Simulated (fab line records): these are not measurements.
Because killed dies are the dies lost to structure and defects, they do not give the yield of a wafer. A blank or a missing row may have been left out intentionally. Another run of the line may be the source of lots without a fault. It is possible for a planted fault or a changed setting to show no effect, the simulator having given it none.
fab line records ; flow sfqLine
record lots=6; wafers=18; lastDay=75
route steps=325 shown M1@66 I1@73
lots that met no fault: from a run of the same line without faults
startH: hours from the record's opening day to when the first of the lot's shown wafers began ; waitH: hours elapsed since this lot's preceding step ; " same as the row above ; L1.1+2: several wafers, shown together as one row ; - no value present, or no start provided ; * or withheld: withheld ; < > ~ a bound
route shown NAME@n: NAME is a module with steps in the file, n the number in the route of the first one ; usual: mean and standard deviation over wafers with no fault ; same: alike in all rows ; chamber/n: place in a boat ; sites: readings site by site ; _std_site: how widely they spread, as a standard deviation ; _edge_site: outer sites' mean less inner sites' ; radiusMm: for every site, how far away it sits from the centre of the wafer ; mask NAME#n: copy n ; behind: tool/chamber where the wafer was last shaped ; hold: why the lot went on hold/how many hours it stayed there/how the hold came to an end ; device: the transistor (n, p or np) that didn't switch ; end of line: the route-end tests of the same wafers ; a step without rows: its recipe alone ; killed: count of dies lost to structure and defects at first sort (not the wafer's yield) ; map: shows each die of a wafer: x if killed, . if not, _ if none is there
set.NAME: the run value of the setting; set.NAME@STEP: its run value at that earlier step ; model.NAME: the simulator's own value behind a step, which no gauge read
lots at some steps of the route; a table a step, a row a wafer
services: the hour from which a tool's chamber was out of use, counted from the record's first day as startH (under 0 if before that day), plus the number of hours and why
## steps
# step SFQ_TRILAYER_M1_LITHO_PEB_042
# recipe pebTempC=115; pebTimeS=60; resist=KrF
# step SFQ_TRILAYER_M1_LITHO_DEVELOP_041
# recipe timeS=60; resist=KrF
# step SFQ_M1_OVL_MEAS_911
# usual M1_OVL=2/5.1
lot.wafer;tool;chamber;startH;waitH;M1_OVL[nm]
L832.1;overlay-01;-;299.88;0.1;-1
L832.2;overlay-01;-;299.88;0.1;2
L832.3;overlay-01;-;299.88;0.1;4
L843.4;overlay-01;-;395.97;0.1;10
L843.5;overlay-01;-;395.97;0.1;16
L843.6;overlay-01;-;395.97;0.1;10
L844.1;overlay-02;-;411.68;0.1;4
L844.3;overlay-02;-;411.68;0.1;-4
L844.5;overlay-02;-;411.68;0.1;5
L851.2;overlay-02;-;460.41;0.1;5
L851.4;overlay-02;-;460.41;0.1;0
L851.5;overlay-02;-;460.41;0.1;1
L852.2;overlay-01;-;474.81;0.1;-4
L852.4;overlay-01;-;474.81;0.1;-11
L852.5;overlay-01;-;474.81;0.1;-3
L853.2;overlay-01;-;483.21;0.1;3
L853.3;overlay-01;-;483.21;0.1;5
L853.6;overlay-01;-;483.21;0.1;1
# step SFQ_TRILAYER_M1_BARC_OPEN_METAL_ETCH_054
# recipe maskMaterial=PR; chemistry=O2; targetDepthNm=125; target=BARC; icpW=600; biasW=80; pressureMtorr=10; timeS=41.7
# step SFQ_TRILAYER_M1_ETCH_METAL_ETCH_042
# recipe target=Nb; stopOn=SiO2; maskMaterial=PR; chemistry=Cl2/Ar; targetDepthNm=240; icpW=600; biasW=80; pressureMtorr=10; timeS=120
# usual drypumpMotorCurrentA=5.9/0.34; oesProductAu=0.896/0.007
lot.wafer;tool;chamber;startH;waitH;drypumpMotorCurrentA;oesProductAu;rfHoursCounterH
L832.1;rieMetal-03;0;299.98;0.0;5.8;0.881;90
L832.2;rieMetal-03;1;299.98;0.0;6.0;0.887;135
L832.3;rieMetal-03;1;299.98;0.0;6.0;0.887;-
L843.4;rieMetal-04;1;396.09;0.1;5.4;0.905;-
L843.5;rieMetal-04;1;396.09;0.1;5.4;0.899;-
L843.6;rieMetal-04;0;396.09;0.1;6.4;0.890;-
L844.1;rieMetal-04;1;411.78;0.0;5.4;0.897;153
L844.3;rieMetal-04;0;411.78;0.0;6.4;0.898;-
L844.5;rieMetal-04;0;411.78;0.0;6.4;0.900;-
L851.2;rieMetal-04;0;460.50;0.0;6.4;0.889;20
L851.4;rieMetal-04;0;460.50;0.0;6.4;0.875;-
L851.5;rieMetal-04;1;460.50;0.0;5.4;0.890;-
L852.2;rieMetal-02;0;474.90;0.0;5.6;0.896;52
L852.4;rieMetal-02;0;474.90;0.0;5.6;0.892;-
L852.5;rieMetal-02;0;474.90;0.0;5.6;0.883;-
L853.2;rieMetal-04;0;483.30;0.0;6.4;0.890;25
L853.3;rieMetal-04;1;483.30;0.0;5.4;0.896;-
L853.6;rieMetal-04;1;483.30;0.0;5.5;0.899;-
# step SFQ_TRILAYER_M1_STRIP_STRIP_043
# recipe gas=O2; powerW=200; platenTempC=40; overashFraction=0.65; chemistry=O2; pressureMtorr=50
# step SFQ_TRILAYER_M1_STRIP_SOLV_CLEAN_044
# recipe chemistry=NMP; tempC=70; timeS=600
# step SFQ_TRILAYER_I1_DEP_PECVD_045
# recipe material=SiO2; tempC=150; timeS=111.11; pressureTorr=2.4; rfW=183.3; precursor=SiH4/N2O; targetThkNm=500
# usual heaterPowerW=83/16; throttleValvePct=25.1/0.9
lot.wafer;tool;chamber;startH;waitH;heaterPowerW;throttleValvePct
L832.1;pecvd-02;0;300.88;0.0;86;25.2
L832.2;pecvd-02;1;300.88;0.0;70;24.6
L832.3;pecvd-02;2;300.88;0.0;119;26.1
L843.4;pecvd-01;2;396.99;0.0;76;25.4
L843.5;pecvd-01;1;396.99;0.0;83;24.6
L843.6;pecvd-01;0;396.99;0.0;80;25.7
L844.1;pecvd-01;2;412.68;0.0;80;25.1
L844.3;pecvd-01;0;412.68;0.0;79;26.2
L844.5;pecvd-01;0;412.68;0.0;79;26.1
L851.2;pecvd-04;0;461.42;0.0;82;25.7
L851.4;pecvd-04;2;461.42;0.0;64;22.9
L851.5;pecvd-04;0;461.42;0.0;83;26.0
L852.2;pecvd-01;1;475.80;0.0;77;24.6
L852.4;pecvd-01;0;475.80;0.0;76;26.2
L852.5;pecvd-01;2;475.80;0.0;75;25.3
L853.2;pecvd-02;1;484.22;0.0;68;24.6
L853.3;pecvd-02;2;484.22;0.0;126;26.2
L853.6;pecvd-02;0;484.22;0.0;83;24.8
# step SFQ_TRILAYER_I1_CMP_CMP_046
# recipe material=SiO2; downForcePsi=3; platenRpm=60; padVelocityMS=0.94248
# usual motorCurrentA=10.5/0.95; slurryFlowMlMin=150.0/0.41; timeToEndpointS=218/7.7
lot.wafer;tool;chamber;startH;waitH;motorCurrentA;slurryFlowMlMin;timeToEndpointS
L832.3;cmp-02;1;306.27;5.4;10.2;150.0;214
L832.2;cmp-02;2;306.27;5.4;10.5;149.7;212
L832.1;cmp-02;3;306.27;5.4;9.0;150.2;215
L843.4;cmp-01;2;397.62;0.6;9.1;149.8;215
L843.6;cmp-01;1;399.12;2.1;10.5;150.2;215
L843.5;cmp-01;2;399.12;2.1;9.6;150.5;213
L844.3;cmp-02;1;416.33;3.6;10.3;149.9;216
L844.1;cmp-02;2;416.33;3.6;10.7;150.2;222
L844.5;cmp-02;2;418.83;6.1;10.4;150.1;223
L851.2;cmp-02;1;463.18;1.7;10.1;150.4;220
L851.4;cmp-02;3;464.18;2.7;9.3;150.0;224
L851.5;cmp-02;1;465.18;3.7;10.7;150.1;221
L852.2;cmp-02;1;476.38;0.5;10.7;150.1;218
L852.4;cmp-02;2;476.38;0.5;10.6;149.4;229
L852.5;cmp-02;1;478.38;2.5;10.4;149.6;225
L853.2;cmp-01;1;486.50;2.2;10.1;149.8;213
L853.3;cmp-01;2;486.50;2.2;9.6;149.3;213
L853.6;cmp-01;3;486.50;2.2;11.6;150.2;224
# step SFQ_I1_BOW_MEAS_912
# recipe mode=bow
# usual I1_BOW=0/7
lot.wafer;tool;chamber;startH;waitH;I1_BOW[um]
L832.1;filmMetro-04;-;308.77;1.0;8
L832.2;filmMetro-04;-;308.77;1.0;-3
L832.3;filmMetro-04;-;308.77;1.0;0
L843.4;filmMetro-01;-;400.18;2.1;0
L843.5;filmMetro-01;-;400.18;2.1;-1
L843.6;filmMetro-01;-;400.18;2.1;-4
L844.1;filmMetro-01;-;419.33;2.0;19
L844.3;filmMetro-01;-;419.33;2.0;17
L844.5;filmMetro-01;-;419.33;2.0;2
L851.2;filmMetro-01;-;465.70;2.0;0
L851.4;filmMetro-01;-;465.70;2.0;-5
L851.5;filmMetro-01;-;465.70;2.0;5
L852.2;filmMetro-03;-;478.90;2.0;-1
L852.4;filmMetro-03;-;478.90;2.0;9
L852.5;filmMetro-03;-;478.90;2.0;0
L853.2;filmMetro-03;-;488.52;1.5;-6
L853.3;filmMetro-03;-;488.52;1.5;-11
L853.6;filmMetro-03;-;488.52;1.5;-7
# step SFQ_TRILAYER_I1_METRO_MEASURE_047
# usual thkNm=201.0/0.92
lot.wafer;tool;chamber;startH;waitH;thkNm
L832.1;filmMetro-04;-;308.89;0.1;199.7
L832.2;filmMetro-04;-;308.89;0.1;199.7
L832.3;filmMetro-04;-;308.89;0.1;201.0
L843.4;filmMetro-01;-;400.84;0.6;200.6
L843.5;filmMetro-01;-;400.84;0.6;202.6
L843.6;filmMetro-01;-;400.84;0.6;200.6
L844.1;filmMetro-01;-;419.45;0.1;200.6
L844.3;filmMetro-01;-;419.45;0.1;200.0
L844.5;filmMetro-01;-;419.45;0.1;200.9
L851.2;filmMetro-01;-;466.00;0.3;200.8
L851.4;filmMetro-01;-;466.00;0.3;201.2
L851.5;filmMetro-01;-;466.00;0.3;201.1
L852.2;filmMetro-03;-;479.20;0.3;201.3
L852.4;filmMetro-03;-;479.20;0.3;201.5
L852.5;filmMetro-03;-;479.20;0.3;202.4
L853.2;filmMetro-03;-;488.82;0.3;200.1
L853.3;filmMetro-03;-;488.82;0.3;200.5
L853.6;filmMetro-03;-;488.82;0.3;201.6
# step SFQ_TRILAYER_I1_VIA_LITHO_COAT_054
# recipe resist=BARC; spinRpm=3000; resistThkNm=62
# step SFQ_TRILAYER_I1_VIA_LITHO_COAT_049
# recipe resist=KrF; spinRpm=3000; resistThkNm=650
# usual spinSpeedRpm=3000.2/1.9
lot.wafer;tool;chamber;startH;waitH;spinSpeedRpm;model.KrF_of_TRILAYER_I1_VIA_LITHO_COAT_049.thkNm
L832.1;lithoTrack-03;0;310.39;0.2;3003.0;650.1
L832.2;lithoTrack-03;0;310.39;0.2;3001.3;649.1
L832.3;lithoTrack-03;0;310.39;0.2;3002.9;648.1
L843.4;lithoTrack-01;0;401.89;0.2;2998.9;652.8
L843.5;lithoTrack-01;0;401.89;0.2;2999.3;649.5
L843.6;lithoTrack-01;0;401.89;0.2;3002.5;650.8
L844.1;lithoTrack-03;0;420.95;0.2;2998.3;650.3
L844.3;lithoTrack-03;0;420.95;0.2;3001.9;649.1
L844.5;lithoTrack-03;0;420.95;0.2;2999.8;653
L851.2;lithoTrack-04;0;467.35;0.2;2997.8;647.2
L851.4;lithoTrack-04;0;467.35;0.2;2997.8;650.2
L851.5;lithoTrack-04;0;467.35;0.2;2999.5;649.2
L852.2;lithoTrack-01;0;480.55;0.2;2534.2;708.6
L852.4;lithoTrack-01;0;480.55;0.2;2535.2;708.8
L852.5;lithoTrack-01;0;480.55;0.2;2534.1;710.5
L853.2;lithoTrack-01;0;490.17;0.2;2531.3;709.4
L853.3;lithoTrack-01;0;490.17;0.2;2533.9;709.1
L853.6;lithoTrack-01;0;490.17;0.2;2531.4;709.8
# step SFQ_TRILAYER_I1_VIA_LITHO_SOFTBAKE_053
# recipe tempC=withheld; timeS=withheld; resist=KrF
# step SFQ_TRILAYER_I1_VIA_LITHO_EXPOSE_050
# recipe maskId=I1; na=0.6; sourceShape=conventional; sigmaOuter=0.65; targetCdNm=500; doseMj=21.3
# step SFQ_TRILAYER_I1_VIA_LITHO_PEB_052
# recipe pebTempC=115; pebTimeS=60; resist=KrF
# step SFQ_TRILAYER_I1_VIA_LITHO_DEVELOP_051
# recipe timeS=60; resist=KrF
# step SFQ_I1_OVL_MEAS_913
# usual I1_OVL=1/6.5
lot.wafer;tool;chamber;startH;waitH;I1_OVL[nm]
L832.1;overlay-02;-;391.36;0.1;8
L832.2;overlay-02;-;391.36;0.1;7
L832.3;overlay-02;-;391.36;0.1;14
L843.4;overlay-01;-;492.82;0.1;2
L843.5;overlay-01;-;492.82;0.1;-10
L843.6;overlay-01;-;492.82;0.1;4
L844.1;overlay-01;-;512.01;0.1;-2
L844.3;overlay-01;-;512.01;0.1;0
L844.5;overlay-01;-;512.01;0.1;1
L851.2;overlay-01;-;570.95;0.1;-3
L851.4;overlay-01;-;570.95;0.1;-4
L851.5;overlay-01;-;570.95;0.1;2
L852.2;overlay-02;-;587.40;0.1;11
L852.4;overlay-02;-;587.40;0.1;6
L852.5;overlay-02;-;587.40;0.1;1
L853.2;overlay-02;-;597.00;0.1;-4
L853.3;overlay-02;-;597.00;0.1;-4
L853.6;overlay-02;-;597.00;0.1;-5
# step SFQ_TRILAYER_I1_VIA_BARC_OPEN_VIA_ETCH_071
# recipe maskMaterial=PR; chemistry=O2; targetDepthNm=125; target=BARC; sourceW=500; biasW=80; pressureMtorr=30; timeS=41.7
# step SFQ_TRILAYER_I1_VIA_ETCH_VIA_ETCH_052
# recipe target=SiO2; stopOn=Nb; maskMaterial=PR; taperDeg=20; chemistry=CHF3; targetDepthNm=260; sourceW=500; biasW=80; pressureMtorr=30; timeS=withheld
# usual drypumpMotorCurrentA=5.5/0.36; oesProductAu=0.856/0.0045
lot.wafer;tool;chamber;startH;waitH;drypumpMotorCurrentA;oesProductAu;model.KrF_of_TRILAYER_I1_VIA_LITHO_COAT_049.thkNm
L832.1;rieDiel-03;2;391.43;0.0;5.5;0.846;528.4
L832.2;rieDiel-03;1;391.43;0.0;5.4;0.853;527.8
L832.3;rieDiel-03;0;391.43;0.0;6.0;0.859;525.6
L843.4;rieDiel-01;2;492.88;0.0;5.6;0.855;529
L843.5;rieDiel-01;1;492.88;0.0;5.1;0.857;530.1
L843.6;rieDiel-01;0;492.88;0.0;5.2;0.855;530.4
L844.1;rieDiel-01;2;512.08;0.0;5.6;0.863;528
L844.3;rieDiel-01;1;512.08;0.0;5.1;0.853;528.4
L844.5;rieDiel-01;3;512.08;0.0;5.4;0.850;531.9
L851.2;rieDiel-04;1;571.01;0.0;5.7;0.856;526.2
L851.4;rieDiel-04;0;571.01;0.0;5.0;0.854;528.7
L851.5;rieDiel-04;2;571.01;0.0;5.3;0.844;528
L852.2;rieDiel-04;2;587.46;0.0;5.3;0.855;585.9
L852.4;rieDiel-04;0;587.46;0.0;5.0;0.855;586.5
L852.5;rieDiel-04;2;587.46;0.0;5.3;0.855;587.8
L853.2;rieDiel-04;0;597.06;0.0;5.0;0.854;588.4
L853.3;rieDiel-04;1;597.06;0.0;5.8;0.859;589
L853.6;rieDiel-04;1;597.06;0.0;5.8;0.856;589.6
# step SFQ_TRILAYER_I1_VIA_STRIP_STRIP_053
# recipe gas=O2; powerW=200; platenTempC=40; overashFraction=0.65; chemistry=O2; pressureMtorr=50
# usual drypumpMotorCurrentA=5.87/0.19; oesProductAu=0.997/0.0077
# same overashFraction=0.65
lot.wafer;tool;chamber;startH;waitH;drypumpMotorCurrentA;oesProductAu;rfHoursCounterH
L832.1;rieMetal-02;1;391.55;-;6.25;1.007;12
L832.2;rieMetal-02;0;391.55;-;5.63;0.994;43
L832.3;rieMetal-02;1;391.55;-;6.21;0.996;-
L843.4;rieMetal-01;1;493.20;-;5.86;0.987;-
L843.5;rieMetal-01;1;493.20;-;5.86;0.987;-
L843.6;rieMetal-01;0;493.20;-;5.78;1.014;-
L844.1;rieMetal-02;1;512.20;-;6.22;0.993;32
L844.3;rieMetal-02;1;512.20;-;6.21;0.984;-
L844.5;rieMetal-02;0;512.20;-;5.60;0.983;-
L851.2;rieMetal-01;0;571.13;-;5.76;1.007;115
L851.4;rieMetal-01;1;571.13;-;5.85;1.000;-
L851.5;rieMetal-01;0;571.13;-;5.78;0.990;-
L852.2;rieMetal-01;1;587.58;-;5.85;0.990;87
L852.4;rieMetal-01;0;587.58;-;5.77;0.999;-
L852.5;rieMetal-01;0;587.58;-;5.78;1.006;-
L853.2;rieMetal-01;0;597.18;-;5.77;1.000;120
L853.3;rieMetal-01;1;597.18;-;5.85;1.004;-
L853.6;rieMetal-01;1;597.18;-;5.84;0.992;-
## services
tool;chamber;startH;hours;kind
cmp-02;-;280.67;1.0;repair
pecvd-01;-;288.50;4.3;pm
pecvd-01;0;297.40;19.5;repair
rieDiel-04;1;307.20;5.0;repair
pecvd-01;-;321.06;0.8;repair
rieDiel-04;-;326.57;2.8;pm
rieDiel-04;-;330.79;0.2;repair
rieDiel-04;-;333.22;0.3;repair
rieDiel-04;1;336.11;2.6;repair
rieDiel-04;-;339.13;0.5;repair
rieDiel-04;3;356.21;2.4;repair
filmMetro-01;-;361.23;0.7;pm
rieDiel-04;3;370.50;132.0;repair
pecvd-01;-;377.25;5.5;pm
pecvd-01;-;382.71;2.8;pm
rieMetal-04;-;422.13;2.8;pm
rieMetal-01;0;433.15;4.7;repair
rieMetal-01;-;440.11;0.6;repair
cmp-02;-;442.35;0.5;repair
rieMetal-01;-;447.64;0.7;repair
cmp-02;-;481.88;7.0;pm
rieMetal-04;0;521.61;29.2;repair
rieMetal-04;-;525.75;1.4;pm
cmp-02;-;577.48;4.0;pm
## key
firstSign step=SFQ_TRILAYER_I1_VIA_LITHO_COAT_049; reading=spinSpeedRpm; direction=down; sigmas=99+; usual=3000.2; struck=2533.3
effect none on later readings
modelEffect step=SFQ_TRILAYER_I1_VIA_LITHO_COAT_049; value=KrF_of_TRILAYER_I1_VIA_LITHO_COAT_049.thkNm; without=651.9; struck=709.4
modelEffect step=SFQ_TRILAYER_I1_VIA_ETCH_VIA_ETCH_052; value=KrF_of_TRILAYER_I1_VIA_LITHO_COAT_049.thkNm; without=530.4; struck=587.9
metAt SFQ_TRILAYER_I1_VIA_LITHO_COAT_049
struckWafers L852.2,L852.4,L852.5,L853.2,L853.3,L853.6
onsetBetween 401.89 480.55
fault kind=processParameterDrift; tool=lithoTrack-01; chamber=-; onsetH=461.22; steps=SFQ_TRILAYER_I1_VIA_LITHO_COAT_049; channel=spinRpm; offset=-466.62; shape=step; endH=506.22; actsIn=theseRecipesOnly; stated=3000
